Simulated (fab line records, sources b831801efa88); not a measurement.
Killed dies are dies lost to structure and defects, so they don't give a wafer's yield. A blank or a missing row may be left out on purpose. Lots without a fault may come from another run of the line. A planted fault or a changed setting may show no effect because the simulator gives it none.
fab line records | flow gf180mcu
record lots=14 wafers=42 last_day=34
route steps=602 shown V3@443 M4@461 V4@481
lots that met no fault: from a run of the same line without faults
start_h: hours from the record's first day to the start of the lot's first wafer shown | wait_h: hours since the lot's step before | " the same as in the row above | L1.1+2: a row that stands for several wafers | - no value, or no start given | * or withheld: withheld | < > ~ a bound
route shown NAME@n: a module of which the file shows steps, and the number in the route of the first | usual: mean/standard deviation of fault-free wafers | same: alike in all rows | chamber/n: place in a boat | sites: the reading at each site | _std_site: their standard deviation | _edge_site: outer sites' mean less inner sites' | radius_mm: how far each site lies from the wafer's centre | mask NAME#n: copy n | behind: the tool/chamber that last shaped the wafer | hold: why the lot was held/for how many hours/how that ended | device: the transistor (n, p or np) that didn't switch | end of line: the same wafers' tests at the end of the route | a step without rows: its recipe alone | killed: dies lost to structure and defects at the first sort, not the wafer's yield | map: a wafer's dies, x killed, . not, _ none there
set.NAME: the setting as run; set.NAME@STEP: as run at that earlier step | model.NAME: the simulator's own value behind a step, which no gauge read
steps of the route over a sample of lots; a table a step, a row a wafer
## steps
# step GF_V3_CD_MEAS_14
# recipe target_cd_nm=260
# usual cd_nm=259.9/1
# columns lot.wafer tool chamber start_h wait_h cd_nm
L263.2 cd_sem-02 - 513.15 0.1 261.2
L263.4 " - " " 260.6
L263.6 " - " " 260.5
L264.2 cd_sem-02 - 521.19 0.1 260.4
L264.3 " - " " 260.8
L264.6 " - " " 260.2
L265.1 cd_sem-02 - 533.60 0.2 260.4
L265.4 " - " " 259.7
L265.5 " - " " 261.2
L268.1 cd_sem-01 - 560.13 0.1 257.5
L268.3 " - " " 258.8
L268.6 " - " " 258.1
L271.1 cd_sem-01 - 579.73 0.1 260.8
L271.4 " - " " 259.4
L271.6 " - " " 260.7
L273.1 cd_sem-01 - 598.73 0.1 260.3
L273.2 " - " " 260.9
L273.5 " - " " 260.5
L274.2 cd_sem-01 - 611.89 0.1 259.3
L274.4 " - " " 259.1
L274.6 " - " " 258.6
L279.3 cd_sem-02 - 639.17 0.1 259.8
L279.4 " - " " 259.6
L279.6 " - " " 260.7
L280.2 cd_sem-02 - 649.25 0.1 261.6
L280.4 " - " " 262.0
L280.6 " - " " 261.9
L281.1 cd_sem-01 - 655.43 0.1 260.8
L281.2 " - " " 260.6
L281.4 " - " " 261.0
L282.1 cd_sem-02 - 662.68 0.1 258.6
L282.3 " - " " 259.8
L282.4 " - " " 259.5
L283.1 cd_sem-02 - 671.83 0.1 259.1
L283.3 " - " " 260.0
L283.6 " - " " 260.0
L284.1 cd_sem-01 - 677.28 0.1 259.9
L284.2 " - " " 260.0
L284.3 " - " " 258.8
L285.3 cd_sem-02 - 679.62 0.1 262.2
L285.5 " - " " 261.7
L285.6 " - " " 260.8
# step GF_M4_RS_MEAS_05
# recipe thk_meas_gauge=four-point-probe reads=TiN_of_M4_SPUTTER_04+Ti_of_M4_SPUTTER_03+AlCu_of_M4_SPUTTER_02+TiN_of_M4_SPUTTER_01+Ti_of_M4_SPUTTER_00
# usual M4_ALCU_RS=0.0696/0.00091
# columns lot.wafer tool chamber start_h wait_h M4_ALCU_RS[ohm/sq]
L263.2 film_metro-01 - 514.88 0.0 0.0706
L263.4 " - " " 0.0703
L263.6 " - " " 0.0695
L264.2 film_metro-01 - 523.03 0.0 0.0690
L264.3 " - " " 0.0694
L264.6 " - " " 0.0692
L265.1 film_metro-01 - 535.33 0.0 0.0692
L265.4 " - " " 0.0693
L265.5 " - " " 0.0688
L268.1 film_metro-03 - 561.90 0.0 0.0696
L268.3 " - " " 0.0699
L268.6 " - " " 0.0713
L271.1 film_metro-01 - 581.46 0.0 0.0699
L271.4 " - " " 0.0687
L271.6 " - " " 0.0688
L273.1 film_metro-01 - 600.50 0.0 0.0692
L273.2 " - " " 0.0680
L273.5 " - " " 0.0676
L274.2 film_metro-02 - 613.62 0.0 0.0727
L274.4 " - " " 0.0708
L274.6 " - " " 0.0730
L279.3 film_metro-01 - 640.93 0.1 0.0696
L279.4 " - " " 0.0705
L279.6 " - " " 0.0692
L280.2 film_metro-03 - 650.98 0.0 0.0692
L280.4 " - " " 0.0702
L280.6 " - " " 0.0690
L281.1 film_metro-01 - 657.16 0.0 0.0693
L281.2 " - " " 0.0703
L281.4 " - " " 0.0693
L282.1 film_metro-02 - 664.42 0.0 0.0701
L282.3 " - " " 0.0709
L282.4 " - " " 0.0710
L283.1 film_metro-03 - 673.56 0.0 0.0701
L283.3 " - " " 0.0690
L283.6 " - " " 0.0703
L284.1 film_metro-01 - 679.01 0.0 0.0693
L284.2 " - " " 0.0685
L284.3 " - " " 0.0688
L285.3 film_metro-01 - 681.35 0.1 0.0705
L285.5 " - " " 0.0705
L285.6 " - " " 0.0692
# step GF_M4_DEVELOP_13
# recipe develop_time_s=60 dev_temp_c=21
# usual chill_plate_temp_C=22.96/0.11 develop_time_s=60/0 exhaust_pa=45.0/0.95 resist_line_temp_C=23.00/0.099
# columns lot.wafer tool chamber start_h wait_h chill_plate_temp_C develop_time_s exhaust_pa resist_line_temp_C
L263.2 litho_track-02 0 537.66 0.2 22.90 60 44.3 23.10
L263.4 " 0 " " 23.09 60 43.3 23.15
L263.6 " 0 " " 22.98 60 44.2 23.08
L264.2 litho_track-01 0 545.55 0.2 23.13 60 44.7 22.84
L264.3 " 0 " " 23.00 60 44.9 23.00
L264.6 " 0 " " 22.92 60 43.6 22.89
L265.1 litho_track-02 0 557.68 0.2 22.97 60 45.1 23.10
L265.4 " 0 " " 22.78 60 43.4 23.16
L265.5 " 0 " " 23.12 60 45.6 23.07
L268.1 litho_track-02 0 583.88 0.2 22.92 60 44.3 23.02
L268.3 " 0 " " 22.86 60 43.2 23.13
L268.6 " 0 " " 22.92 60 44.9 23.11
L271.1 litho_track-03 0 601.83 0.2 23.17 60 45.2 23.09
L271.4 " 0 " " 23.13 60 44.1 23.01
L271.6 " 0 " " 23.11 60 44.9 23.13
L273.1 litho_track-02 - 620.93 0.2 - - - -
L273.2 " - " " - - - -
L273.5 " - " " - - - -
L274.2 litho_track-02 - 634.41 0.2 - - - -
L274.4 " - " " - - - -
L274.6 " - " " - - - -
L279.3 litho_track-02 0 660.38 0.1 22.76 60 45.0 23.06
L279.4 " 0 " " 22.94 60 46.1 23.15
L279.6 " 0 " " 22.81 60 45.0 23.10
L280.2 litho_track-02 0 669.35 0.2 23.18 60 45.8 23.18
L280.4 " 0 " " 23.10 60 44.6 22.98
L280.6 " 0 " " 23.01 60 45.9 23.05
L281.1 litho_track-03 0 676.13 0.2 23.04 60 46.9 23.01
L281.2 " 0 " " 23.00 60 46.9 22.95
L281.4 " 0 " " 22.98 60 46.8 22.96
L282.1 litho_track-01 0 683.57 0.2 22.93 60 42.7 22.84
L282.3 " 0 " " 23.07 60 43.8 23.07
L282.4 " 0 " " 22.98 60 45.0 22.95
L283.1 litho_track-01 0 692.22 0.2 22.98 60 45.6 22.99
L283.3 " 0 " " 23.01 60 46.1 23.04
L283.6 " 0 " " 23.09 60 46.5 23.08
L284.1 litho_track-02 0 696.83 0.2 22.80 60 45.9 23.08
L284.2 " 0 " " 22.92 60 44.4 23.22
L284.3 " 0 " " 23.04 60 44.8 22.99
L285.3 litho_track-01 0 700.02 0.1 22.96 60 46.3 22.89
L285.5 " 0 " " 22.95 60 44.8 22.85
L285.6 " 0 " " 23.05 60 46.8 22.86
# step GF_V4_BOW_MEAS_05
# recipe mode=bow
# usual V4_BOW=135/8.4
# columns lot.wafer tool chamber start_h wait_h V4_BOW[um]
L263.2 film_metro-04 - 539.16 0.2 126
L263.4 " - " " 128
L263.6 " - " " 131
L264.2 film_metro-04 - 547.07 0.1 131
L264.3 " - " " 130
L264.6 " - " " 141
L265.1 film_metro-01 - 559.23 0.1 129
L265.4 " - " " 130
L265.5 " - " " 137
L268.1 film_metro-04 - 585.41 0.1 138
L268.3 " - " " 132
L268.6 " - " " 135
L271.1 film_metro-01 - 603.53 0.1 142
L271.4 " - " " 129
L271.6 " - " " 137
L279.3 film_metro-01 - 662.00 0.3 135
L279.4 " - " " 146
L279.6 " - " " 150
L280.2 film_metro-04 - 670.90 0.3 133
L280.4 " - " " 131
L280.6 " - " " 119
L281.1 film_metro-01 - 677.83 0.1 133
L281.2 " - " " 132
L281.4 " - " " 138
L282.1 film_metro-01 - 685.08 0.2 130
L282.3 " - " " 125
L282.4 " - " " 124
L283.1 film_metro-04 - 694.07 0.2 128
L283.3 " - " " 129
L283.6 " - " " 130
L284.1 film_metro-02 - 698.58 0.2 153
L284.2 " - " " 155
L284.3 " - " " 151
L285.3 film_metro-01 - 701.95 0.1 130
L285.5 " - " " 122
L285.6 " - " " 139
## key
first_sign step=GF_M4_DEVELOP_13 reading=tool_record direction=missing
effect none on later readings
met_at GF_M4_DEVELOP_13
struck_lots L273,L274
later_rows_left_out L273.1,L273.2,L273.5,L274.2,L274.4,L274.6
sort_left_out L273.1,L273.2,L273.5,L274.2,L274.4,L274.6
not_acting_at GF_V3_CD_MEAS_14,GF_M4_RS_MEAS_05,GF_V4_BOW_MEAS_05
onset_between 583.88 620.93
fault kind=skipped_step_whole tool=litho_track-02 chamber=- onset_h=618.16 steps=GF_M4_DEVELOP_13 scope=struck_lots_only
# sort_left_out: the simulated sort isn't trusted on such a fault, so these wafers' sort isn't shown, and their yield isn't known
# later_rows_left_out: the simulator's readings of these wafers behind a module that went badly wrong aren't trusted and aren't shown, but for the sort
